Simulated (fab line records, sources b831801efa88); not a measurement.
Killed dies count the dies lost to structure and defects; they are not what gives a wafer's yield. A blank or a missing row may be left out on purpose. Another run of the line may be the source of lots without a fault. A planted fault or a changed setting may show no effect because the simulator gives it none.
Which tool was responsible?    flow gf180mcu    13 lots with 39 wafers sampled at 5 steps, on a route of 602 steps

WHAT EACH GAUGE READ, for each wafer
GF_V5_BOW_MEAS_05.
lot   measured      on             V5_BOW (um)
L822  day 26 02:43  film_metro-04  133 139 154
L824  day 26 22:46  film_metro-03  143 148 159
L825  day 27 05:55  film_metro-01  114 108 101
L826  day 27 09:50  film_metro-01  110 113 113
L827  day 27 17:50  film_metro-01  128 132 134
L828  day 28 04:28  film_metro-01  146 137 131
L835  day 30 03:56  film_metro-01  122 114 127
L836  day 30 12:20  film_metro-03  144 149 137
L838  day 30 22:08  film_metro-03  135 122 125
L839  day 31 15:40  film_metro-01  130 140 136
L840  day 31 15:47  film_metro-01  133 121 127
L845  day 32 22:37  film_metro-01  148 138 136
L844  day 33 01:35  film_metro-03  123 132 149

GF_V5_CD_MEAS_14: target cd 260 nm.
lot   measured      on         cd_nm (nm)
L822  day 26 23:39  cd_sem-02  258.6 258.5 260.0
L824  day 27 18:38  cd_sem-02  258.9 257.8 258.9
L825  day 28 02:22  cd_sem-02  260.8 260.6 259.8
L826  day 28 05:39  cd_sem-01  260.5 261.6 260.8
L827  day 28 13:17  cd_sem-02  260.1 260.0 262.1
L828  day 29 00:17  cd_sem-01  258.9 258.5 259.4
L835  day 30 21:59  cd_sem-01  262.1 262.6 260.8
L836  day 31 06:34  cd_sem-02  261.2 258.8 259.8
L838  day 31 15:34  cd_sem-02  260.3 260.8 261.6
L839  day 32 08:35  cd_sem-01  260.3 259.8 260.1
L840  day 32 08:40  cd_sem-02  259.7 260.3 260.3
L845  day 33 13:56  cd_sem-01  261.0 259.2 259.6
L844  day 33 16:46  cd_sem-01  259.2 259.4 260.2

GF_V5_OVL_MEAS_15.
lot   measured      on          V5_OVL (nm)
L822  day 26 23:46  overlay-02  -2 -1 4
L824  day 27 18:46  overlay-01  -5 -4 -1
L825  day 28 02:29  overlay-02  -10 -8 -7
L826  day 28 05:46  overlay-02  -7 0 -7
L827  day 28 13:25  overlay-01  -1 -7 -6
L828  day 29 00:23  overlay-01  1 4 1
L835  day 30 22:06  overlay-02  -1 0 -5
L836  day 31 06:41  overlay-01  -6 1 1
L838  day 31 15:41  overlay-01  -3 2 -1
L839  day 32 08:43  overlay-02  -2 -2 0
L840  day 32 08:47  overlay-01  -4 4 -2
L845  day 33 14:04  overlay-01  -1 5 -1
L844  day 33 16:51  overlay-01  -1 -1 -2

EACH LOT AND THE TOOL THAT RAN IT (in order: tool; ch and the chambers of the sampled wafers; start)
lot   GF_V4_SPUTTER_22              GF_V5_CVD_02
L822  pvd_sputter-02, day 24 04:55  pecvd-02 ch 0,1,2, day 26 02:15
L824  pvd_sputter-04, day 25 01:45  pecvd-02 ch 0,2, day 26 22:18
L825  pvd_sputter-01, day 25 10:05  pecvd-02 ch 0,1,2, day 27 05:26
L826  pvd_sputter-01, day 25 13:04  pecvd-02 ch 1,2, day 27 09:13
L827  pvd_sputter-01, day 25 21:19  pecvd-01 ch 0,1, day 27 17:20
L828  pvd_sputter-04, day 26 08:03  pecvd-04 ch 0,1,2, day 28 03:58
L835  pvd_sputter-01, day 28 10:07  pecvd-01 ch 0,2, day 30 03:26
L836  pvd_sputter-02, day 28 19:31  pecvd-02 ch 0,1,2, day 30 11:52
L838  pvd_sputter-02, day 29 05:38  pecvd-02 ch 0,1,2, day 30 21:17
L839  pvd_sputter-01, day 30 01:10  pecvd-04 ch 0,1,2, day 31 15:07
L840  pvd_sputter-02, day 30 01:25  pecvd-01 ch 0,1,2, day 31 15:11
L845  pvd_sputter-02, day 31 10:11  pecvd-02 ch 0,1,2, day 32 22:04
L844  pvd_sputter-01, day 31 13:46  pecvd-02 ch 1,2, day 33 01:03
- GF_V4_SPUTTER_22: material TiN, target thk 10 nm, time 40 s.
- GF_V5_CVD_02: deposits SiO2 from TEOS, target thk 1450 nm, time 163.28 s.

AS READ BY THE TOOLS THEMSELVES (means over the sampled wafers that have a number; for cases with no such wafer, the mark the record gives instead)
GF_V4_SPUTTER_22.
lot   tool            throttle_valve_pct (%)
L822  pvd_sputter-02  30.1
L824  pvd_sputter-04  29.6
L825  pvd_sputter-01  29.8
L826  pvd_sputter-01  29.8
L827  pvd_sputter-01  29.9
L828  pvd_sputter-04  29.9
L835  pvd_sputter-01  29.6
L836  pvd_sputter-02  31.1
L838  pvd_sputter-02  30.8
L839  pvd_sputter-01  29.8
L840  pvd_sputter-02  30.6
L845  pvd_sputter-02  30.0
L844  pvd_sputter-01  30.1

GF_V5_CVD_02.
lot   tool      heater_power_outer_w (W)  heater_power_w (W)
L822  pecvd-02  398                       681
L824  pecvd-02  371                       642
L825  pecvd-02  -                         -
L826  pecvd-02  -                         -
L827  pecvd-01  279                       541
L828  pecvd-04  374                       641
L835  pecvd-01  347                       615
L836  pecvd-02  349                       625
L838  pecvd-02  335                       604
L839  pecvd-04  387                       648
L840  pecvd-01  289                       536
L845  pecvd-02  341                       619
L844  pecvd-02  355                       640

THE ANSWER, worked out from the rows above alone
Rule: the usual values come from the lots themselves. The widest of any qualifying gaps counts: lots, ordered by their means at a reading, are off when they make up no more than a third of the lots, leave a main group of 4 or more, and stand apart from it by 3 or more times the standard deviation of that group's means. A main group is skipped when, at the precision printed for the reading in the tables above, its means are all equal. A lot without any number at a reading at which 4 lots or more have one is off too. Where the step has rows for the other lots, those lots are counted as sound. Order of review: gauges by route order, followed by the tools' own readings, for which a lot's mean as printed above is used. At the first step where some lot is off, the reading lying furthest off is the one used; lots without a number count as furthest.
Off: L825, L826 (GF_V5_CVD_02, heater_power_outer_w). Without a number there: L825, L826. Mean 348 W and standard deviation 35 in the main group.
If a tool, at that step or one of the process steps before it, ran each lot that is off and ran no sound lot following the first of them, it fits. None of those tried fits.

WHAT THE SIMULATOR HAD PUT IN
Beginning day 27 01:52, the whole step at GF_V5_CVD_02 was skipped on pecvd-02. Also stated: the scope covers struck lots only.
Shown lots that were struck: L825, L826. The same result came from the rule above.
